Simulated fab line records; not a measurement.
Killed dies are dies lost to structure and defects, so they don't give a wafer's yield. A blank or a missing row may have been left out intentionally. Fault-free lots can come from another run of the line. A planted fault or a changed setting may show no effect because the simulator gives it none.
Which of the tools did it? + flow sky130 + 11 lots, 33 wafers sampled, at 5 steps of a route of 708

WHAT THE GAUGES READ, wafer by wafer
SKY_CONTACT_RS_MEAS_25: measurement is done with a four-point probe. Usual: for CONTACT_W_RS the level is 0.3393 ohm/sq and the standard deviation is 0.0028.
| lot  | measured     | on            | CONTACT_W_RS (ohm/sq)                     | flag |
|------|--------------|---------------|-------------------------------------------|------|
| L124 | day 31 20:35 | film_metro-04 | 0.3402 0.3420 0.3460                      |      |
| L126 | day 32 20:14 | film_metro-04 | 0.3423 0.3356 0.3378                      |      |
| L127 | day 33 11:04 | film_metro-02 | 0.3404 0.3385 0.3363                      |      |
| L133 | day 35 01:17 | film_metro-02 | 0.3378 0.3437 0.3378                      |      |
| L135 | day 36 02:14 | film_metro-01 | 0.3421 0.3044 0.3414 0.3424 0.3052 0.3408 | OFF  |
| L137 | day 36 19:59 | film_metro-01 | 0.3367 0.3362 0.3050 0.3369 0.3355 0.3051 | OFF  |
| L139 | day 36 21:13 | film_metro-02 | 0.3362 0.3381 0.3356                      |      |
| L140 | day 37 01:13 | film_metro-01 | 0.3387 0.3359 0.3399                      |      |
| L141 | day 37 16:46 | film_metro-04 | 0.3385 0.3450 0.3356                      |      |
| L145 | day 38 16:48 | film_metro-04 | 0.3384 0.3379 0.3403                      |      |
| L146 | day 38 19:40 | film_metro-01 | 0.3412 0.3377 0.3423                      |      |

SKY_CONTACT_THK_MEAS_26: measures by xrf. Usual: for CONTACT_W_THK the level is 319 nm and the standard deviation is 3.6.
| lot  | measured     | on            | CONTACT_W_THK (nm)      | flag |
|------|--------------|---------------|-------------------------|------|
| L124 | day 31 20:42 | film_metro-04 | 321 320 317             |      |
| L126 | day 32 20:21 | film_metro-04 | 315 322 320             |      |
| L127 | day 33 11:10 | film_metro-02 | 318 320 322             |      |
| L133 | day 35 01:23 | film_metro-02 | 318 311 321             |      |
| L135 | day 36 04:33 | film_metro-01 | 315 348 314 313 346 315 |      |
| L137 | day 36 22:25 | film_metro-01 | 319 320 349 320 319 350 |      |
| L139 | day 36 21:20 | film_metro-02 | 323 320 322             |      |
| L140 | day 37 01:20 | film_metro-01 | 317 318 314             |      |
| L141 | day 37 16:52 | film_metro-04 | 322 317 327             |      |
| L145 | day 38 16:55 | film_metro-04 | 324 323 323             |      |
| L146 | day 38 19:47 | film_metro-01 | 316 320 317             |      |

TOOL THAT RAN EACH LOT (tool first, then ch and the chambers of the sampled wafers, then the start)
| lot  | SKY_LI_CONTACT_SPUTTER_19    | SKY_CONTACT_SPUTTER_23       | SKY_CONTACT_CVD_24            |
|------|------------------------------|------------------------------|-------------------------------|
| L124 | pvd_sputter-01, day 29 09:19 | pvd_sputter-04, day 31 20:25 | cvd_w-02 ch 0,1, day 31 20:28 |
| L126 | pvd_sputter-03, day 30 09:45 | pvd_sputter-03, day 32 20:03 | cvd_w-02 ch 0,1, day 32 20:07 |
| L127 | pvd_sputter-01, day 30 21:32 | pvd_sputter-03, day 33 10:52 | cvd_w-02 ch 0,1, day 33 10:58 |
| L133 | pvd_sputter-01, day 32 15:43 | pvd_sputter-01, day 35 01:05 | cvd_w-02 ch 0,1, day 35 01:09 |
| L135 | pvd_sputter-03, day 33 18:53 | pvd_sputter-04, day 36 02:00 | cvd_w-02 ch 0,1, day 36 02:06 |
| L137 | pvd_sputter-02, day 34 10:47 | pvd_sputter-01, day 36 19:47 | cvd_w-02 ch 0,1, day 36 19:51 |
| L139 | pvd_sputter-01, day 34 12:37 | pvd_sputter-03, day 36 21:02 | cvd_w-01 ch 0,1, day 36 21:06 |
| L140 | pvd_sputter-03, day 34 16:49 | pvd_sputter-01, day 37 01:02 | cvd_w-01 ch 0,1, day 37 01:06 |
| L141 | pvd_sputter-01, day 35 09:04 | pvd_sputter-01, day 37 16:34 | cvd_w-01 ch 0,1, day 37 16:38 |
| L145 | pvd_sputter-01, day 36 09:42 | pvd_sputter-01, day 38 16:37 | cvd_w-01 ch 0,1, day 38 16:41 |
| L146 | pvd_sputter-02, day 36 12:28 | pvd_sputter-03, day 38 19:29 | cvd_w-01 ch 0,1, day 38 19:33 |
- SKY_LI_CONTACT_SPUTTER_19: material Ti, target thk 20 nm, time 106.37 s.
- SKY_CONTACT_SPUTTER_23: material TiN, target thk 20 nm, time 80 s.
- SKY_CONTACT_CVD_24: deposits W, target thk 340 nm, time 102.12 s.

AS READ BY THE TOOLS THEMSELVES (means over the sampled wafers that have a number; for cases with no such wafer, the mark the record gives instead)
SKY_LI_CONTACT_SPUTTER_19. Usual: throttle_valve_pct reads 30.1 % (standard deviation 0.9).
| lot  | tool           | throttle_valve_pct (%) | flag |
|------|----------------|------------------------|------|
| L124 | pvd_sputter-01 | 30.6                   |      |
| L126 | pvd_sputter-03 | 30.3                   |      |
| L127 | pvd_sputter-01 | 29.8                   |      |
| L133 | pvd_sputter-01 | 30.8                   |      |
| L135 | pvd_sputter-03 | 30.4                   |      |
| L137 | pvd_sputter-02 | 29.8                   |      |
| L139 | pvd_sputter-01 | 30.3                   |      |
| L140 | pvd_sputter-03 | 30.2                   |      |
| L141 | pvd_sputter-01 | 30.9                   |      |
| L145 | pvd_sputter-01 | 31.0                   |      |
| L146 | pvd_sputter-02 | 29.5                   |      |

SKY_CONTACT_SPUTTER_23. Usual: throttle_valve_pct reads 30.2 % (standard deviation 0.87).
| lot  | tool           | throttle_valve_pct (%) | flag |
|------|----------------|------------------------|------|
| L124 | pvd_sputter-04 | 30.5                   |      |
| L126 | pvd_sputter-03 | 30.6                   |      |
| L127 | pvd_sputter-03 | 30.0                   |      |
| L133 | pvd_sputter-01 | 31.0                   |      |
| L135 | pvd_sputter-04 | 29.9                   |      |
| L137 | pvd_sputter-01 | 29.8                   |      |
| L139 | pvd_sputter-03 | 30.2                   |      |
| L140 | pvd_sputter-01 | 30.5                   |      |
| L141 | pvd_sputter-01 | 30.5                   |      |
| L145 | pvd_sputter-01 | 30.6                   |      |
| L146 | pvd_sputter-03 | 30.6                   |      |

SKY_CONTACT_CVD_24. Usual: heater_power_w reads 840 W (standard deviation 21).
| lot  | tool     | heater_power_w (W) | flag |
|------|----------|--------------------|------|
| L124 | cvd_w-02 | 834                |      |
| L126 | cvd_w-02 | 846                |      |
| L127 | cvd_w-02 | 839                |      |
| L133 | cvd_w-02 | 832                |      |
| L135 | cvd_w-02 | 843                |      |
| L137 | cvd_w-02 | 842                |      |
| L139 | cvd_w-01 | 820                |      |
| L140 | cvd_w-01 | 835                |      |
| L141 | cvd_w-01 | 837                |      |
| L145 | cvd_w-01 | 840                |      |
| L146 | cvd_w-01 | 835                |      |

THE ANSWER, worked out from the rows above alone
Rule: a lot is off if the mean of its wafers that have a number lies more than 3 standard deviations from the usual mean. A lot without any number at a reading at which 4 lots or more have one is off too. The other lots that the step has rows for count as sound. Order of review: gauges by route order, followed by the tools' own readings, for which a lot's mean as printed above is used. The first step at which some lot is off is used, and at that step the reading that is off furthest; a lot without a number counts as furthest.
Off: L135, L137, at SKY_CONTACT_RS_MEAS_25 (CONTACT_W_RS).
If a tool, at a process step before that reading, ran all the lots that are off and no sound lot after the first of them, it fits. Those tools and the gauges at SKY_CONTACT_RS_MEAS_25 are tried in the same way. One fits: cvd_w-02 at SKY_CONTACT_CVD_24. A fault onset in the window from L133 (day 35 01:09, its last sound lot) to L135 (day 36 02:06, its first lot off) fits.

WHAT THE SIMULATOR HAD PUT IN
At SKY_CONTACT_CVD_24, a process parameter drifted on cvd_w-02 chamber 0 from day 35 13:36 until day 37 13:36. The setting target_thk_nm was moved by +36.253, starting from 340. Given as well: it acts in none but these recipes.
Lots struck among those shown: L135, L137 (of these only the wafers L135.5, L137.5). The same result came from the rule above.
